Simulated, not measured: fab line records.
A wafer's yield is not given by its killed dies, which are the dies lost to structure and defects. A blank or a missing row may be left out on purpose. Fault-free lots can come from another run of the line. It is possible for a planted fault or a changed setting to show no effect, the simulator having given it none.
Chamber matching	flow sky130	SKY_VIA3_CMP_02 on cmp-01: 4 sister chambers
The step polishes SiO2. 14 wafers are shown with their chamber, then 7 later ones without.

## WAFERS, EACH WITH ITS CHAMBER
wafer	chamber	motorCurrentA (A)	slurryFilterDpKPa (kPa)
L131.3	0	12.4	13.58
L131.4	1	12.0	13.67
L131.6	2	10.9	13.45
L132.2	3	10.9	13.65
L132.3	0	11.9	13.73
L132.4	2	10.0	13.55
L133.1	0	12.4	13.43
L133.3	1	11.7	13.36
L133.6	3	11.2	13.47
L140.1	0	11.8	13.62
L140.3	3	11.1	13.49
L140.4	1	11.3	13.56
L141.2	3	11.1	13.18
L141.3	2	11.5	13.45

SIGNATURES (averages over the wafers above)
reading	chamber 0	chamber 1	chamber 2	chamber 3	scatter within a chamber
motorCurrentA	12.125	11.667	10.800	11.075	0.417
slurryFilterDpKPa	13.5900	13.5300	13.4833	13.4475	0.147
Rule: a wafer's distance from a chamber is the root of the sum, over the readings, of the square of ((its reading less the chamber's mean) divided by the reading's scatter). The wafer belongs to the nearest chamber; if the next one is less than 2 further off, it can't be placed. How the scatter is found: for the shown wafers, subtract from each reading the mean of its chamber, square and add these, divide the total by (wafers less chambers), then take the root.

## WAFERS MISSING THEIR CHAMBER
wafer	motorCurrentA (A)	slurryFilterDpKPa (kPa)
L141.4	12.3	13.55
L146.2	10.9	13.50
L146.3	11.0	13.34
L146.4	11.9	13.46
L150.1	10.6	13.50
L150.2	12.2	13.82
L150.4	10.9	13.45

## WHICH CHAMBER EACH WENT THROUGH
wafer	from the rows above	in truth
L141.4	can't be placed: 0 or 1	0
L146.2	can't be placed: 2 or 3 or 1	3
L146.3	can't be placed: 3 or 2 or 1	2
L146.4	can't be placed: 1 or 0 or 3 or 2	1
L150.1	can't be placed: 2 or 3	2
L150.2	can't be placed: 0 or 1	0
L150.4	can't be placed: 2 or 3 or 1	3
Correctly placed: 0 of 7. Unplaceable from these rows: 7, with the true chamber sitting among the candidates in 7. Placed wrongly: 0.
